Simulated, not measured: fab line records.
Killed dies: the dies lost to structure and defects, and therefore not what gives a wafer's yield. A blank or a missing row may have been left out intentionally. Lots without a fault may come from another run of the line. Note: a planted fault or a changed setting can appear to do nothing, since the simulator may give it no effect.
2 desks looking at one fault    flow gf180mcu    only its own numbers are on each desk; what lay behind them is given at the end

== DESK OF THE TOOL OWNER: implanter-02 ==
The tool's own readings at GF_HV_LDD_IMPLANT_09: means of the sampled wafers that have a number, for each lot that ran on this tool. The brackets show how far a lot's mean lies from the usual mean; more than 4 standard deviations puts the lot out of limits, marked OUT.
Columns: A = dose ions cm2 at GF_HV_LDD_IMPLANT_09, usual 1e+14
lot   first seen here  A
L195  day 11 03:34     1e+14
L200  day 12 10:32     1e+14
L208  day 15 00:31     1e+14
L209  day 15 05:06     1e+14 (+47) OUT
L210  day 15 12:44     1e+14 (+48) OUT
This desk's verdict: out of limits on L209, L210, starting with L209 at day 15 05:06 (dose ions cm2 at GF_HV_LDD_IMPLANT_09). Within limits: L195, L200, L208.

== AT THE METROLOGY DESK ==
What the gauges read for every lot (on any tool): the sampled wafers with a number, averaged. The brackets show how far a lot's mean lies from the usual mean; more than 4 standard deviations puts the lot out of limits, marked OUT.
Columns: A = MVSD_RS at GF_VT_IMPLANT_RS_MEAS_46, usual 457.7 ohm/sq; B = cd nm at GF_HV_LDD_CD_MEAS_07, usual 400.1 nm; C = HV_LDD_RS at GF_HV_LDD_RS_MEAS_53, usual 418.3 ohm/sq
lot   first seen here  A      B      C
L192  day 7 14:07      456.3  399.5  418.1
L193  day 7 22:57      456.7  395.5  416.8
L194  day 8 06:39      457.8  399.1  418.2
L195  day 8 13:04      457.9  398.3  419.6
L196  day 8 18:04      458.2  398.6  417.1
L197  day 9 06:16      458.1  402.7  417.8
L198  day 9 08:08      456.8  400.4  418.4
L200  day 9 18:47      457.8  399.9  418.0
L208  day 12 04:02     456.2  402.5  417.9
L209  day 12 07:56     459.7  398.7  409.5 (-8.0) OUT
L210  day 12 15:58     454.5  400.3  410.8 (-6.8) OUT
L211  day 13 02:39     457.6  404.1  419.6
L212  day 13 05:47     459.3  399.6  418.8
L213  day 13 10:42     456.6  405.1  419.7
This desk finds L209, L210 out of limits, with the earliest case on L209 at day 18 01:53 (HV_LDD_RS at GF_HV_LDD_RS_MEAS_53). Within limits: L192, L193, L194, L195, L196, L197, L198, L200, L208, L211, L212, L213.

== TAKEN TOGETHER ==
An alarm could have come from the tool owner's desk at day 15 05:06, on L209, L210.
L209, L210 would have let the metrology desk raise an alarm at day 18 01:53.
Of the lots named, all ran GF_HV_LDD_IMPLANT_09 on implanter-02.

== WHAT THE SIMULATOR HAD PUT IN ==
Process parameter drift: implanter-02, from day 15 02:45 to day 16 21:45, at GF_HV_LDD_IMPLANT_09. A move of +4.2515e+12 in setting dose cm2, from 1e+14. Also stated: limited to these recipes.
Lots struck among those shown: L209, L210.
Delay (hours) between the fault's onset and each desk's first out-of-limits reading: 2 at the tool owner's desk, 71 at the metrology desk.
